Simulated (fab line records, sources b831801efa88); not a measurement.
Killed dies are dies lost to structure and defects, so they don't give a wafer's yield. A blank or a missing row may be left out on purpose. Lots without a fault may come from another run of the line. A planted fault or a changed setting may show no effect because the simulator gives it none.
Which tool did it? | flow gf180mcu | 13 lots, 39 wafers sampled, at 4 steps of a route of 602

WHAT THE GAUGES READ, wafer by wafer
GF_SAB_THK_MEAS_01. Usual: SAB_CVD_00_THK 50.2 nm, standard deviation 0.66.
lot  | measured     | on            | SAB_CVD_00_THK (nm) | flag
L231 | day 14 11:19 | film_metro-03 | 48.8 49.1 50.1      |
L234 | day 15 12:13 | film_metro-02 | 50.6 50.1 50.6      |
L235 | day 15 22:02 | film_metro-03 | 49.5 51.6 49.4      |
L239 | day 17 12:31 | film_metro-01 | 50.1 50.2 51.0      |
L240 | day 17 18:49 | film_metro-03 | 50.3 50.2 49.7      |
L241 | day 18 00:53 | film_metro-01 | 50.0 50.4 49.8      |
L242 | day 18 09:49 | film_metro-02 | 50.2 50.0 50.9      |
L243 | day 18 22:50 | film_metro-01 | 49.8 50.8 50.6      |
L244 | day 19 06:52 | film_metro-01 | 49.7 51.2 50.7      |
L247 | day 20 08:52 | film_metro-01 | 62.6 63.9 63.7      | OFF
L250 | day 21 07:31 | film_metro-03 | 49.8 62.5 50.5      | OFF
L251 | day 21 15:55 | film_metro-01 | 50.3 49.0 50.6      |
L253 | day 22 10:55 | film_metro-03 | 49.7 50.3 50.9      |

GF_V1_THK_MEAS_25: measures by xrf. Usual: V1_W_THK 356 nm, standard deviation 4.8.
lot  | measured     | on            | V1_W_THK (nm) | flag
L231 | day 18 09:33 | film_metro-01 | 360 362 359   |
L234 | day 19 15:34 | film_metro-01 | 351 353 356   |
L235 | day 20 02:31 | film_metro-03 | 348 347 355   |
L239 | day 21 17:32 | film_metro-01 | 357 358 356   |
L240 | day 22 00:58 | film_metro-02 | 362 360 364   |
L241 | day 22 06:13 | film_metro-01 | 360 357 356   |
L242 | day 22 14:54 | film_metro-03 | 351 354 353   |
L243 | day 23 01:50 | film_metro-01 | 358 363 360   |
L244 | day 23 11:10 | film_metro-01 | 357 358 361   |
L247 | day 24 09:59 | film_metro-03 | 357 353 355   |
L250 | day 25 07:28 | film_metro-02 | 361 352 360   |
L251 | day 25 15:26 | film_metro-01 | 355 357 356   |
L253 | day 26 08:34 | film_metro-01 | 354 361 355   |

WHICH TOOL RAN EACH LOT (tool, then ch and the chambers of the sampled wafers, then the start)
lot  | GF_SAB_CVD_00                   | GF_CONTACT_SPUTTER_23
L231 | pecvd-03 ch 0,1,2, day 14 11:18 | pvd_sputter-04, day 16 07:44
L234 | pecvd-01 ch 1,2, day 15 12:11   | pvd_sputter-01, day 17 12:10
L235 | pecvd-03 ch 1,2, day 15 21:57   | pvd_sputter-01, day 17 22:14
L239 | pecvd-01 ch 1,2, day 17 12:30   | pvd_sputter-02, day 19 14:01
L240 | pecvd-03 ch 0,2, day 17 18:47   | pvd_sputter-01, day 19 22:31
L241 | pecvd-03 ch 0,1, day 18 00:50   | pvd_sputter-01, day 20 02:59
L242 | pecvd-03 ch 0,2, day 18 09:48   | pvd_sputter-04, day 20 12:28
L243 | pecvd-01 ch 0,1, day 18 22:47   | pvd_sputter-04, day 21 00:47
L244 | pecvd-01 ch 0,1,2, day 19 06:50 | pvd_sputter-02, day 21 08:23
L247 | pecvd-01 ch 0, day 20 08:50     | pvd_sputter-01, day 22 09:47
L250 | pecvd-01 ch 0,1,2, day 21 07:29 | pvd_sputter-01, day 23 07:59
L251 | pecvd-03 ch 0,2, day 21 15:53   | pvd_sputter-02, day 23 16:07
L253 | pecvd-03 ch 0,1, day 22 10:54   | pvd_sputter-02, day 24 09:50
- GF_SAB_CVD_00: deposits SiO2 from TEOS, target thk 50 nm, time 4.9302 s.
- GF_CONTACT_SPUTTER_23: material TiN, target thk 10 nm, time 40 s.

WHAT THE TOOLS THEMSELVES READ (means of the sampled wafers that have a number; where no wafer has one, the mark that the record gives instead)
GF_SAB_CVD_00. Usual: heater_power_w 681 W, standard deviation 62; susceptor_temp_C 400.03 C, standard deviation 0.22.
lot  | tool     | heater_power_w (W) | susceptor_temp_C (C) | flag
L231 | pecvd-03 | 702                | 400.02               |
L234 | pecvd-01 | 690                | 400.05               |
L235 | pecvd-03 | 723                | 399.87               |
L239 | pecvd-01 | 699                | 400.10               |
L240 | pecvd-03 | 670                | 400.20               |
L241 | pecvd-03 | 603                | 400.20               |
L242 | pecvd-03 | 615                | 400.07               |
L243 | pecvd-01 | 692                | 400.00               |
L244 | pecvd-01 | 696                | 399.90               |
L247 | pecvd-01 | 745                | 399.67               |
L250 | pecvd-01 | 743                | 399.75               |
L251 | pecvd-03 | 669                | 400.03               |
L253 | pecvd-03 | 667                | 400.23               |

GF_CONTACT_SPUTTER_23. Usual: chamber_pressure_pa 4.999 Pa, standard deviation 0.01; throttle_valve_pct 29.8 %, standard deviation 1.1.
lot  | tool           | chamber_pressure_pa (Pa) | throttle_valve_pct (%) | flag
L231 | pvd_sputter-04 | 5.001                    | 31.3                   |
L234 | pvd_sputter-01 | 5.001                    | 28.9                   |
L235 | pvd_sputter-01 | 4.996                    | 29.8                   |
L239 | pvd_sputter-02 | 4.996                    | 28.5                   |
L240 | pvd_sputter-01 | 5.003                    | 29.7                   |
L241 | pvd_sputter-01 | 4.981                    | 29.6                   |
L242 | pvd_sputter-04 | 4.997                    | 29.6                   |
L243 | pvd_sputter-04 | 5.005                    | 29.7                   |
L244 | pvd_sputter-02 | 4.988                    | 28.8                   |
L247 | pvd_sputter-01 | 5.012                    | 30.2                   |
L250 | pvd_sputter-01 | 5.002                    | 29.5                   |
L251 | pvd_sputter-02 | 5.000                    | 28.6                   |
L253 | pvd_sputter-02 | 4.991                    | 29.4                   |

THE ANSWER, worked out from the rows above alone
Rule: a lot is off if the mean of its wafers that have a number lies more than 3 standard deviations from the usual mean. A lot without any number at a reading at which 4 lots or more have one is off too. The other lots that the step has rows for count as sound. The gauges are gone through in route order, then the tools' own readings, and for those a lot's mean is taken as printed above. The first step at which some lot is off is used, and at that step the reading that is off furthest; a lot without a number counts as furthest.
Off: L247, L250, at GF_SAB_THK_MEAS_01 (SAB_CVD_00_THK).
A tool fits if, at a process step before that reading, it ran every lot that is off, and no sound lot after the first of them. The gauges at GF_SAB_THK_MEAS_01 are tried like those tools. One fits: pecvd-01 at GF_SAB_CVD_00. Its last sound lot is L244 (day 19 06:50), its first lot that is off L247 (day 20 08:50): a fault that began between those two fits.

WHAT THE SIMULATOR HAD PUT IN
Process parameter drift: pecvd-01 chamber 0, from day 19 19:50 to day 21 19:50, at GF_SAB_CVD_00. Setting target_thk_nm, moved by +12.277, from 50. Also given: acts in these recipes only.
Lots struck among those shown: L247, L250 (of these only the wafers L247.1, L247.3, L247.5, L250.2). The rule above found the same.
